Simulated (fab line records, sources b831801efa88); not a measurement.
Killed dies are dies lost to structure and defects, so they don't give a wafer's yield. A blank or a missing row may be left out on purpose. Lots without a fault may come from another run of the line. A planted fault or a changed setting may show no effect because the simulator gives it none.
fab line records | flow sky130
record lots=5 wafers=15 last_day=52
route steps=708 shown FIELD_ISO@1 PAD_OPEN@708
lots that met no fault: from a run of the same line without faults
start_h: hours from the record's first day to the start of the lot's first wafer shown | wait_h: hours since the lot's step before | " the same as in the row above | L1.1+2: a row that stands for several wafers | - no value, or no start given | * or withheld: withheld | < > ~ a bound
route shown NAME@n: a module of which the file shows steps, and the number in the route of the first | usual: mean/standard deviation of fault-free wafers | same: alike in all rows | chamber/n: place in a boat | sites: the reading at each site | _std_site: their standard deviation | _edge_site: outer sites' mean less inner sites' | radius_mm: how far each site lies from the wafer's centre | mask NAME#n: copy n | behind: the tool/chamber that last shaped the wafer | hold: why the lot was held/for how many hours/how that ended | device: the transistor (n, p or np) that didn't switch | end of line: the same wafers' tests at the end of the route | a step without rows: its recipe alone | killed: dies lost to structure and defects at the first sort, not the wafer's yield | map: a wafer's dies, x killed, . not, _ none there
set.NAME: the setting as run; set.NAME@STEP: as run at that earlier step | model.NAME: the simulator's own value behind a step, which no gauge read
lots at some steps of the route; a table a step, a row a wafer
services: from which hour (start_h, from the record's first day; less than 0 if before it) a tool's chamber was out of use, for how many hours, and why
## steps
# step SKY_FIELD_ISO_BOW_MEAS_00
# recipe mode=bow
# usual INCOMING_BOW=0/6.5
# columns lot.wafer tool chamber start_h wait_h INCOMING_BOW[um]
L145.2 film_metro-01 - 15.02 - -10
L145.3 " - " " -2
L145.6 " - " " 0
L146.1 film_metro-04 - 20.00 - -5
L146.3 " - " " -5
L146.6 " - " " -3
L157.1 film_metro-04 - 75.00 - 16
L157.2 " - " " -11
L157.4 " - " " 5
L158.1 film_metro-01 - 80.00 - -3
L158.3 " - " " 2
L158.6 " - " " 2
L164.2 film_metro-01 - 110.02 - 8
L164.4 " - " " 4
L164.6 " - " " -1
# step SKY_FIELD_ISO_OXIDATION_01
# recipe temp_c=900 ambient=O2 stabilise_s=600 purge_s=300 target_thk_a=120 ox_time_s=1843
# step SKY_FIELD_ISO_THK_MEAS_02
# recipe reads=SiO2_of_FIELD_ISO_OXIDATION_01
# usual FIELD_ISO_OXIDATION_00_THK=11.91/0.23
# columns lot.wafer tool chamber start_h wait_h FIELD_ISO_OXIDATION_00_THK[nm]
L145.2 film_metro-01 - 17.38 0.0 11.68
L145.3 " - " " 11.84
L145.6 " - " " 11.83
L146.1 film_metro-04 - 22.10 0.0 11.80
L146.3 " - " " 11.96
L146.6 " - " " 12.00
L157.1 film_metro-02 - 76.63 0.0 11.89
L157.2 " - " " 11.98
L157.4 " - " " 11.80
L158.1 film_metro-04 - 82.76 0.0 12.33
L158.3 " - " " 12.19
L158.6 " - " " 12.39
L164.2 film_metro-04 - 111.64 0.0 11.80
L164.4 " - " " 11.83
L164.6 " - " " 11.78
# step SKY_FIELD_ISO_CVD_03
# recipe material=Si3N4 precursor=DCS/NH3 target_thk_nm=165 temp_c=770 time_s=2830 pressure_mtorr=250
# step SKY_FIELD_ISO_THK_MEAS_04
# recipe reads=Si3N4_of_FIELD_ISO_CVD_03
# usual FIELD_ISO_CVD_03_THK=164.2/1.6
# columns lot.wafer tool chamber start_h wait_h FIELD_ISO_CVD_03_THK[nm]
L145.2 film_metro-04 - 21.57 0.0 163.9
L145.3 " - " " 164.9
L145.6 " - " " 165.0
L146.1 film_metro-04 - 28.09 0.0 163.6
L146.3 " - " " 163.4
L146.6 " - " " 164.3
L157.1 film_metro-01 - 78.48 0.0 163.7
L157.2 " - " " 164.3
L157.4 " - " " 164.3
L158.1 film_metro-02 - 84.60 0.0 165.0
L158.3 " - " " 165.6
L158.6 " - " " 165.1
L164.2 film_metro-02 - 113.49 0.0 161.6
L164.4 " - " " 162.0
L164.6 " - " " 164.0
# step SKY_FIELD_ISO_DEHYDRATE_05
# recipe temp_c=200 time_s=60
# step SKY_FIELD_ISO_HMDS_06
# recipe prime_time_s=60 prime_temp_c=120
# step SKY_FIELD_ISO_COAT_07
# recipe resist=BARC temp_c=withheld time_s=withheld spin_rpm=3000 resist_thk_nm=60
# step SKY_FIELD_ISO_COAT_08
# recipe resist=KrF-thick spin_rpm=3000 resist_thk_nm=450
# usual resist_line_temp_C=23.01/0.11 spin_speed_rpm=2999.6/2.3
# columns lot.wafer tool chamber start_h wait_h resist_line_temp_C spin_speed_rpm model.KrF-thick_of_FIELD_ISO_COAT_08.thk_nm
L145.2 litho_track-03 0 28 - 23.16 2998.7 449.4
L145.3 " 0 " " 23.04 3004.7 451.3
L145.6 " 0 " " 23.05 3000.6 450.9
L146.1 litho_track-02 0 35 - 22.92 2997.3 449.9
L146.3 " 0 " " 23.09 2998.0 450.5
L146.6 " 0 " " 22.94 3000.4 451.8
L157.1 litho_track-02 0 86 - 22.91 3001.4 451
L157.2 " 0 87 - 22.58 2999.8 451.2
L157.4 " 0 " " 23.05 2997.3 404.8
L158.1 litho_track-04 0 92 - 23.14 2997.8 452.7
L158.3 " 0 " " 23.13 2998.2 450.9
L158.6 " 0 " " 23.16 3000.4 450.4
L164.2 litho_track-03 0 119 - 22.93 3000.2 451.2
L164.4 " 0 " " 22.98 2996.4 449.6
L164.6 " 0 " " 22.88 3005.0 452
# step SKY_FIELD_ISO_SOFTBAKE_09
# recipe temp_c=100 time_s=90 resist=KrF-thick
# step SKY_FIELD_ISO_EXPOSE_10
# recipe mask_id=FOM na=0.68 source_shape=annular sigma_inner=0.4 sigma_outer=0.8 target_cd_nm=150 dose_mj=28
# step SKY_FIELD_ISO_PEB_11
# recipe peb_temp_c=withheld peb_time_s=withheld resist=KrF-thick
# step SKY_FIELD_ISO_DEVELOP_12
# recipe develop_time_s=60 resist=KrF-thick dev_temp_c=21
# step SKY_FIELD_ISO_CD_MEAS_13
# recipe target_cd_nm=150
# usual cd_nm=149.9/1.3
# columns lot.wafer tool chamber start_h wait_h cd_nm
L145.2 cd_sem-02 - 36.00 - 150.9
L145.3 " - " " 148.5
L145.6 " - " " 150.7
L146.1 cd_sem-01 - 43.02 - 149.2
L146.3 " - " " 147.6
L146.6 " - " " 148.4
L157.1 cd_sem-01 - 95.63 - 153.1
L157.2 " - " " 153.0
L157.4 " - " " 149.3
L158.1 cd_sem-01 - 159.22 - 150.5
L158.3 " - " " 150.4
L158.6 " - " " 151.4
L164.2 cd_sem-01 - 165.36 - 150.2
L164.4 " - " " 150.9
L164.6 " - " " 152.6
# step SKY_FIELD_ISO_ETCH_14
# recipe chemistry=N2/H2 target=BARC ion_energy_ev=200 source_w=500 bias_w=100 pressure_mtorr=30 n2_flow_sccm=100 h2_flow_sccm=200 stop_on=SiO2 time_s=45.9 target_depth_a=600
# usual drypump_motor_current_A=5.4/0.51 oes_product_au=0.855/0.0047 throttle_valve_pct=13.224/0.0086
# same time_s=45.9
# columns lot.wafer tool chamber start_h wait_h drypump_motor_current_A oes_product_au rf_hours_counter_h throttle_valve_pct
L145.2 rie_diel-03 3 36.10 0.1 6.3 0.853 4 13.223
L145.3 " 2 " " 4.9 0.844 68 13.213
L145.6 " 0 " " 5.3 0.855 - 13.232
L146.1 rie_diel-01 1 43.14 0.1 5.8 0.857 4 13.226
L146.3 " 3 " " 5.0 0.860 99 13.213
L146.6 " 0 " " 5.2 0.858 - 13.223
L157.1 rie_diel-02 0 95.75 0.1 5.1 0.857 2 13.232
L157.2 " 1 " " 5.3 0.850 2 13.211
L157.4 " 3 " " 5.2 0.860 143 13.228
L158.1 rie_diel-01 2 159.34 0.1 5.5 0.856 0 13.229
L158.3 " 0 " " 5.2 0.851 110 13.236
L158.6 " 3 " " 5.0 0.855 - 13.237
L164.2 rie_diel-01 3 165.46 0.1 5.0 0.847 101 13.224
L164.4 " 1 " " 5.8 0.857 6 13.223
L164.6 " 3 " " 5.0 0.858 - 13.227
# step SKY_FIELD_ISO_ETCH_15
# recipe chemistry=CHF3/O2 target_depth_nm=180 stop_on=Si source_w=600 bias_w=200 pressure_mtorr=40 chf3_flow_sccm=50 O2_flow_sccm=5 time_s=72
# usual drypump_motor_current_A=5.4/0.51 oes_product_au=0.943/0.0072 throttle_valve_pct=8.844/0.0085
# same time_s=72
# columns lot.wafer tool chamber start_h wait_h drypump_motor_current_A oes_product_au rf_hours_counter_h throttle_valve_pct model.KrF-thick_of_FIELD_ISO_COAT_08.thk_nm
L145.2 rie_diel-03 3 36.14 0.0 6.3 0.945 4 8.848 242.7
L145.3 " 2 " " 4.9 0.943 68 8.842 236.8
L145.6 " 0 " " 5.3 0.952 - 8.837 240.5
L146.1 rie_diel-01 1 43.18 0.0 5.8 0.936 4 8.849 230.3
L146.3 " 3 " " 5.0 0.943 99 8.827 238.3
L146.6 " 0 " " 5.2 0.949 - 8.838 240.4
L157.1 rie_diel-02 0 95.79 0.0 5.1 0.945 2 8.843 232
L157.2 " 1 " " 5.4 0.939 2 8.843 231.9
L157.4 " 3 " " 5.2 0.948 143 8.839 190.7
L158.1 rie_diel-01 2 159.38 0.0 5.5 0.946 0 8.840 238.1
L158.3 " 0 " " 5.2 0.950 110 8.853 239.1
L158.6 " 3 " " 5.0 0.949 - 8.848 232.5
L164.2 rie_diel-01 3 165.50 0.0 5.0 0.938 101 8.840 234
L164.4 " 2 " " 5.5 0.943 - 8.863 233.7
L164.6 " 1 " " 5.8 0.945 - 8.839 233.3
# step SKY_FIELD_ISO_STRIP_16
# recipe chemistry=O2/N2 power_w=1400 pressure_mtorr=1500 platen_temp_c=withheld o2_flow_sccm=3000 n2_flow_sccm=300 overash_fraction=0.5
# usual drypump_motor_current_A=5.81/0.058 oes_product_au=0.378/0.0051 strip_time_to_endpoint_s=3.54/0.054
# same overash_fraction=0.5
# columns lot.wafer tool chamber start_h wait_h drypump_motor_current_A oes_product_au rf_hours_counter_h strip_time_to_endpoint_s
L145.2 plasma_asher-01 1 36.20 0.0 5.74 0.386 35 3.62
L145.3 " 1 " " 5.75 0.381 - 3.56
L145.6 " 1 " " 5.74 0.381 - 3.59
L146.1 plasma_asher-02 1 43.24 0.0 5.76 0.376 37 3.49
L146.3 " 0 " " 5.81 0.372 - 3.56
L146.6 " 0 " " 5.84 0.382 - 3.59
L157.1 plasma_asher-02 1 95.85 0.0 5.80 0.371 42 3.50
L157.2 " 0 " " 5.78 0.369 42 3.51
L157.4 " 1 " " 5.80 0.358 - 3.05
L158.1 plasma_asher-04 0 159.44 0.0 5.80 0.380 1 3.56
L158.3 " 1 " " 5.79 0.373 - 3.57
L158.6 " 1 " " 5.77 0.379 - 3.53
L164.2 plasma_asher-02 1 165.56 0.0 5.77 0.381 46 3.54
L164.4 " 0 " " 5.77 0.374 - 3.52
L164.6 " 0 " " 5.79 0.365 - 3.50
# step SKY_FIELD_ISO_ETCH_17
# recipe target_depth_a=3420 mask_material=Si3N4 chemistry=HBr/Cl2/O2 target=Si taper_deg=5 icp_w=600 bias_w=150 pressure_mtorr=15 HBr_flow_sccm=150 Cl2_flow_sccm=40 O2_flow_sccm=6 time_s=97.7
# usual drypump_motor_current_A=5.9/0.32 oes_product_au=0.990/0.012 throttle_valve_pct=25.664/0.011
# same time_s=97.7
# columns lot.wafer tool chamber start_h wait_h drypump_motor_current_A oes_product_au rf_hours_counter_h throttle_valve_pct
L145.2 rie_si-01 1 36.30 0.1 6.2 0.966 141 25.669
L145.3 " 3 " " 6.2 0.981 136 25.670
L145.6 " 2 " " 5.5 0.977 - 25.680
L146.1 rie_si-01 3 43.34 0.1 6.2 0.965 136 25.672
L146.3 " 0 " " 6.0 0.993 18 25.677
L146.6 " 0 " " 6.0 0.971 - 25.655
L157.1 rie_si-01 2 95.95 0.1 5.5 0.988 139 25.676
L157.2 " 0 " " 6.0 0.988 19 25.645
L157.4 " 1 " " 6.2 0.959 142 25.688
L158.1 rie_si-02 0 159.54 0.1 5.6 1.003 122 25.659
L158.3 " 1 " " 5.5 0.988 1 25.662
L158.6 " 1 " " 5.5 0.992 - 25.663
L164.2 rie_si-02 0 165.66 0.1 5.7 0.994 122 25.661
L164.4 " 2 " " 6.3 1.003 - 25.645
L164.6 " 0 " " 5.7 0.996 - 25.662
# step SKY_PAD_OPEN_PROBE_99
# usual killed_at_M0_to_M3=45/6.3 killed_at_M4_up=2.8/1.6 killed_at_contacts=24/5.1 killed_at_front_end=14/4.4 killed_at_other=0.4/0.73 killed_dies=86/9 killed_open=47/7.8 killed_short=39/6.6
# same gross_dies=492 killed_at_back_side=0
# columns lot.wafer tool chamber start_h wait_h killed_at_M0_to_M3 killed_at_M4_up killed_at_contacts killed_at_front_end killed_at_other killed_dies killed_open killed_short
L145.2 prober-02 - 1124.38 0.1 39 3 30 16 1 89 45 44
L145.3 prober-02 - 1124.43 0.2 39 3 25 21 0 88 52 36
L145.6 prober-02 - 1124.58 0.2 43 2 23 18 0 86 43 43
L146.1 prober-01 - 1126.21 0.1 34 2 23 12 0 71 39 32
L146.3 prober-01 - 1126.31 0.2 41 4 29 12 0 86 43 43
L146.6 prober-01 - 1126.46 0.2 42 2 30 18 0 92 48 44
L157.1 prober-01 - 1145.29 0.1 42 4 15 11 0 72 42 30
L157.2 prober-01 - 1145.34 0.1 33 3 21 18 0 75 39 35
L157.4 prober-01 - 1145.44 0.2 50 1 29 16 0 96 50 46
L158.1 prober-01 - 1229.03 0.1 39 3 21 13 0 76 45 31
L158.3 prober-01 - 1229.13 0.2 47 5 13 16 0 81 38 43
L158.6 prober-01 - 1229.28 0.2 49 2 22 8 1 82 39 43
L164.2 prober-01 - 1239.98 0.1 49 3 32 11 0 95 46 49
L164.4 prober-01 - 1240.08 0.2 46 1 28 14 0 89 48 40
L164.6 prober-01 - 1240.18 0.2 40 3 20 21 1 85 52 32
# killed by level:class
L145.2 CONTACT:geometric_particle:open=11 LI_CONTACT:geometric_particle:open=8 VIA1:geometric_particle:open=8 METAL1:geometric_particle:short=8 LI_CONTACT:geometric_particle:short=6 VIA1:geometric_particle:short=5 FIELD_ISO:geometric_particle:short=4 POLY_GATE:geometric_particle:open=4
L145.3 LI_CONTACT:geometric_particle:open=10 POLY_GATE:geometric_particle:open=9 VIA3:geometric_particle:open=8 METAL1:geometric_particle:short=6 LOCAL_INTERCONNECT:geometric_particle:short=5 CONTACT:geometric_particle:open=5 VIA1:geometric_particle:open=5 FIELD_ISO:geometric_particle:short=4
L145.6 LI_CONTACT:geometric_particle:open=10 VIA1:geometric_particle:open=8 POLY_GATE:geometric_particle:short=7 VIA3:geometric_particle:open=7 VIA1:geometric_particle:short=6 VIA2:geometric_particle:open=6 CONTACT:geometric_particle:open=5 METAL1:geometric_particle:short=5
L146.1 VIA1:geometric_particle:open=9 CONTACT:geometric_particle:open=8 LI_CONTACT:geometric_particle:open=8 VIA3:geometric_particle:open=6 CONTACT:geometric_particle:short=5 FIELD_ISO:geometric_particle:short=4 FIELD_ISO:geometric_particle:open=3 METAL1:geometric_particle:short=3
L146.3 VIA1:geometric_particle:short=12 VIA1:geometric_particle:open=10 CONTACT:geometric_particle:open=9 CONTACT:geometric_particle:short=7 LI_CONTACT:geometric_particle:open=6 FIELD_ISO:geometric_particle:open=5 METAL1:geometric_particle:short=4 FIELD_ISO:geometric_particle:short=3
L146.6 CONTACT:geometric_particle:open=12 METAL2:geometric_particle:short=12 LI_CONTACT:geometric_particle:open=7 POLY_GATE:geometric_particle:open=6 POLY_GATE:geometric_particle:short=6 VIA3:geometric_particle:open=5 CONTACT:geometric_particle:short=4 METAL1:geometric_particle:short=4
L157.1 VIA1:geometric_particle:open=16 LI_CONTACT:geometric_particle:open=5 FIELD_ISO:geometric_particle:short=4 METAL3:geometric_particle:short=4 LOCAL_INTERCONNECT:geometric_particle:short=4 CONTACT:geometric_particle:open=4 METAL1:geometric_particle:short=4 VIA3:geometric_particle:open=4
L157.2 LI_CONTACT:geometric_particle:open=8 FIELD_ISO:geometric_particle:short=7 VIA3:geometric_particle:open=6 CONTACT:geometric_particle:short=5 VIA2:geometric_particle:open=5 METAL1:geometric_particle:short=4 VIA1:geometric_particle:open=4 FIELD_ISO:geometric_particle:open=3
L157.4 LI_CONTACT:geometric_particle:open=9 CONTACT:geometric_particle:open=9 VIA3:geometric_particle:short=9 METAL2:geometric_particle:short=8 VIA3:geometric_particle:open=7 VIA1:geometric_particle:open=6 VIA2:geometric_particle:open=6 FIELD_ISO:geometric_particle:open=5
L158.1 VIA2:geometric_particle:open=8 VIA1:geometric_particle:open=7 LI_CONTACT:geometric_particle:open=7 CONTACT:geometric_particle:open=6 VIA3:geometric_particle:open=5 CONTACT:geometric_particle:short=5 METAL1:geometric_particle:short=5 FIELD_ISO:geometric_particle:open=4
L158.3 VIA1:geometric_particle:open=12 FIELD_ISO:geometric_particle:short=7 VIA2:geometric_particle:open=7 METAL1:geometric_particle:short=6 METAL2:geometric_particle:short=6 VIA3:geometric_particle:open=5 POLY_GATE:geometric_particle:short=4 LI_CONTACT:geometric_particle:open=3
L158.6 VIA1:geometric_particle:open=10 METAL3:geometric_particle:short=7 VIA2:geometric_particle:open=7 VIA3:geometric_particle:open=7 LOCAL_INTERCONNECT:geometric_particle:short=6 LI_CONTACT:geometric_particle:open=5 CONTACT:geometric_particle:open=5 METAL2:geometric_particle:short=5
L164.2 CONTACT:geometric_particle:open=10 VIA2:geometric_particle:open=9 VIA1:geometric_particle:open=9 LI_CONTACT:geometric_particle:short=8 LOCAL_INTERCONNECT:geometric_particle:short=6 METAL2:geometric_particle:short=5 VIA3:geometric_particle:short=5 VIA3:geometric_particle:open=5
L164.4 VIA1:geometric_particle:open=10 CONTACT:geometric_particle:open=9 VIA3:geometric_particle:open=9 VIA1:geometric_particle:short=7 LI_CONTACT:geometric_particle:open=7 CONTACT:geometric_particle:short=4 LOCAL_INTERCONNECT:geometric_particle:short=4 METAL1:geometric_particle:short=4
L164.6 VIA1:geometric_particle:open=13 CONTACT:geometric_particle:open=11 METAL2:geometric_particle:short=9 FIELD_ISO:geometric_particle:open=5 LI_CONTACT:geometric_particle:open=5 VIA2:geometric_particle:open=5 POLY_GATE:geometric_particle:open=4 VIA1:geometric_particle:short=4
## services
# columns tool chamber start_h hours kind
rie_diel-03 3 6.07 2.4 repair
rie_diel-01 - 21.65 1.4 repair
rie_diel-03 0 50.42 5.6 repair
rie_si-02 1 51.26 5.2 repair
rie_diel-01 - 66.25 1.8 repair
rie_diel-02 0 77.46 12.1 repair
plasma_asher-02 - 80.74 2.4 repair
rie_diel-03 2 88.90 2.0 repair
plasma_asher-02 - 91.27 1.2 repair
rie_diel-01 3 100.42 15.4 repair
plasma_asher-04 - 108.75 9.0 pm
rie_si-01 3 119.21 8.4 repair
rie_diel-02 1 123.87 5.0 repair
rie_si-01 1 127.64 - clean
rie_si-01 1 127.64 16.4 scheduled_down
rie_si-01 1 127.64 16.4 vent_cycle
rie_diel-01 2 136.62 - clean
rie_diel-01 2 136.62 19.9 scheduled_down
rie_diel-01 2 136.62 19.9 vent_cycle
rie_si-01 2 144.01 - clean
rie_si-01 2 144.01 17.4 scheduled_down
rie_si-01 2 144.01 17.4 vent_cycle
rie_si-02 3 151.42 30.2 repair
rie_diel-01 0 165.48 2.6 repair
## key
first_sign step=SKY_FIELD_ISO_STRIP_16 reading=strip_time_to_endpoint_s direction=down sigmas=9 usual=* struck=*
effect step=SKY_FIELD_ISO_STRIP_16 reading=oes_product_au direction=down sigmas=3.8 usual=0.378 struck=0.358
model_effect step=SKY_FIELD_ISO_COAT_08 value=KrF-thick_of_FIELD_ISO_COAT_08.thk_nm without=450.6 struck=404.8
model_effect step=SKY_FIELD_ISO_ETCH_15 value=KrF-thick_of_FIELD_ISO_COAT_08.thk_nm without=236.5 struck=190.7
met_at SKY_FIELD_ISO_COAT_08
struck_wafers L157.4
tester_left_out L157
onset_between 35 86
fault kind=process_parameter_drift tool=litho_track-02 chamber=- onset_h=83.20 steps=SKY_FIELD_ISO_COAT_08 channel=resist_thk_nm offset=-45.782 shape=step end_h=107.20 scope=struck_wafers_only acts_in=these_recipes_only stated=450
# tester_left_out: of these lots the tester's yield and bins aren't shown, on N5 and GAA mostly nor the transistor test; their killed dies are dies lost to structure and defects alone, not to doping, threshold or leakage, so they don't give the yield
